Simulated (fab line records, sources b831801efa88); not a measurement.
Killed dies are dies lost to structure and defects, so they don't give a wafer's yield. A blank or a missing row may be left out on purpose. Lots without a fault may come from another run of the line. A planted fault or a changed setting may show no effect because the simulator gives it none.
Which tool did it? | flow gf180mcu | 13 lots, 37 wafers sampled, at 4 steps of a route of 602

WHAT THE GAUGES READ, wafer by wafer
GF_POLY_GATE_THK_MEAS_17.
lot  | measured     | on            | POLY_GATE_OXIDATION_THK (nm)
L704 | day 9 13:47  | film_metro-01 | 4.06 4.07 4.12
L705 | day 9 19:57  | film_metro-02 | 3.99 3.88 3.93
L706 | day 10 08:38 | film_metro-01 | 4.07 4.02 3.94
L707 | day 10 14:43 | film_metro-02 | 3.91 3.95 4.04
L712 | day 11 22:46 | film_metro-01 | 4.03 3.98
L716 | day 13 04:26 | film_metro-04 | 3.95 4.03
L718 | day 13 16:00 | film_metro-02 | 4.14 4.16 4.08
L720 | day 14 06:46 | film_metro-01 | 4.01 3.97 4.02
L721 | day 14 17:02 | film_metro-04 | 4.07 3.95 3.91
L724 | day 15 10:16 | film_metro-04 | 3.93 3.87 3.91
L725 | day 15 22:47 | film_metro-04 | 4.09 3.98 4.06
L726 | day 16 05:26 | film_metro-01 | 4.01 4.03 4.01
L727 | day 16 10:25 | film_metro-01 | 4.04 4.00 4.08

GF_V1_OVL_MEAS_15.
lot  | measured     | on         | V1_OVL (nm)
L704 | day 18 17:49 | overlay-01 | -5 -1 -3
L705 | day 18 23:37 | overlay-02 | 14 11 14
L706 | day 19 21:38 | overlay-02 | -9 -6 -6
L707 | day 20 01:40 | overlay-02 | 3 -3 1
L712 | day 21 18:52 | overlay-01 | -16 -15
L716 | day 23 06:07 | overlay-01 | 2 -1
L718 | day 23 21:07 | overlay-02 | 5 -3 3
L720 | day 24 12:37 | overlay-01 | 4 3 2
L721 | day 24 20:13 | overlay-02 | -7 -11 -4
L724 | day 25 13:10 | overlay-02 | 2 0 2
L725 | day 26 02:52 | overlay-02 | 6 7 -2
L726 | day 26 07:10 | overlay-01 | -4 -5 3
L727 | day 26 11:01 | overlay-02 | -1 3 -1

WHICH TOOL RAN EACH LOT (tool, then ch and the chambers of the sampled wafers, then the start)
lot  | GF_HV_LDD_SOFTBAKE_03             | GF_HV_LDD_STRIP_22
L704 | litho_track-04 ch 0, day 9 23:13  | plasma_asher-01 ch 0,1, day 11 02:38
L705 | litho_track-01 ch 0, day 10 04:08 | plasma_asher-03 ch 0,1, day 11 08:13
L706 | litho_track-01 ch 0, day 10 17:52 | plasma_asher-02 ch 0,1, day 11 23:08
L707 | litho_track-04 ch 0, day 10 23:55 | plasma_asher-03 ch 0,1, day 12 05:03
L712 | litho_track-04 ch 0, day 12 08:32 | plasma_asher-01 ch 0, day 13 15:18
L716 | litho_track-04 ch 0, day 13 14:59 | plasma_asher-02 ch 1, day 14 23:21
L718 | litho_track-03 ch 0, day 14 02:23 | plasma_asher-03 ch 0,1, day 15 12:56
L720 | litho_track-01 ch 0, day 14 17:37 | plasma_asher-03 ch 0,1, day 16 04:05
L721 | litho_track-03 ch 0, day 15 03:41 | plasma_asher-01 ch 1, day 16 15:36
L724 | litho_track-03 ch 0, day 15 21:35 | plasma_asher-02 ch 0,1, day 17 07:57
L725 | litho_track-01 ch 0, day 16 10:29 | plasma_asher-03 ch 0,1, day 17 21:44
L726 | litho_track-04 ch 0, day 16 17:14 | plasma_asher-01 ch 0,1, day 18 04:08
L727 | litho_track-01 ch 0, day 16 21:55 | plasma_asher-01 ch 0,1, day 18 08:26
- GF_HV_LDD_SOFTBAKE_03: time 60 s.
- GF_HV_LDD_STRIP_22: strips in O2/N2.

WHAT THE TOOLS THEMSELVES READ (means of the sampled wafers that have a number; where no wafer has one, the mark that the record gives instead)
GF_HV_LDD_SOFTBAKE_03.
lot  | tool           | run_length_s (s)
L704 | litho_track-04 | 88.87
L705 | litho_track-01 | 89.05
L706 | litho_track-01 | 89.11
L707 | litho_track-04 | 88.85
L712 | litho_track-04 | 94.84
L716 | litho_track-04 | 92.03
L718 | litho_track-03 | 89.31
L720 | litho_track-01 | 89.21
L721 | litho_track-03 | 89.38
L724 | litho_track-03 | 89.25
L725 | litho_track-01 | 89.16
L726 | litho_track-04 | 88.81
L727 | litho_track-01 | 89.19

GF_HV_LDD_STRIP_22.
lot  | tool            | drypump_motor_current_A (A) | heater_power_w (W) | oes_product_au (a.u.) | strip_time_to_endpoint_s (s)
L704 | plasma_asher-01 | 5.2                         | 333                | 0.719                 | 12.64
L705 | plasma_asher-03 | 5.7                         | 338                | 0.717                 | 12.59
L706 | plasma_asher-02 | 6.2                         | 367                | 0.716                 | 12.63
L707 | plasma_asher-03 | 5.8                         | 314                | 0.715                 | 12.67
L712 | plasma_asher-01 | 4.9                         | 290                | 0.717                 | 12.65
L716 | plasma_asher-02 | 6.6                         | 400                | 0.711                 | 12.69
L718 | plasma_asher-03 | 5.9                         | 305                | 0.716                 | 12.64
L720 | plasma_asher-03 | 5.8                         | 313                | 0.716                 | 12.62
L721 | plasma_asher-01 | 5.8                         | 425                | 0.717                 | 12.61
L724 | plasma_asher-02 | 6.4                         | 379                | 0.718                 | 12.68
L725 | plasma_asher-03 | 5.8                         | 336                | 0.713                 | 12.63
L726 | plasma_asher-01 | 5.2                         | 337                | 0.717                 | 12.59
L727 | plasma_asher-01 | 5.5                         | 377                | 0.713                 | 12.64

THE ANSWER, worked out from the rows above alone
Rule: what is usual is taken from the lots themselves. Put in order of their means at a reading, lots are off if they are a third of the lots or fewer, leave a main group of 4 or more, and stand apart from it by a gap of 3 or more times the standard deviation of the main group's means; of several such gaps the widest counts. A main group whose means are all the same, to the digits that the tables above print for the reading, isn't used. A lot without any number at a reading at which 4 lots or more have one is off too. The other lots that the step has rows for count as sound. The gauges are gone through in route order, then the tools' own readings, and for those a lot's mean is taken as printed above. The first step at which some lot is off is used, and at that step the reading that is off furthest; a lot without a number counts as furthest.
Off: L712, L716, at GF_HV_LDD_SOFTBAKE_03 (run_length_s). The main group: mean 89.11 s, standard deviation 0.18.
A tool fits if, at that step or a process step before it, it ran every lot that is off, and no sound lot after the first of them. None of those tried fits.

WHAT THE SIMULATOR HAD PUT IN
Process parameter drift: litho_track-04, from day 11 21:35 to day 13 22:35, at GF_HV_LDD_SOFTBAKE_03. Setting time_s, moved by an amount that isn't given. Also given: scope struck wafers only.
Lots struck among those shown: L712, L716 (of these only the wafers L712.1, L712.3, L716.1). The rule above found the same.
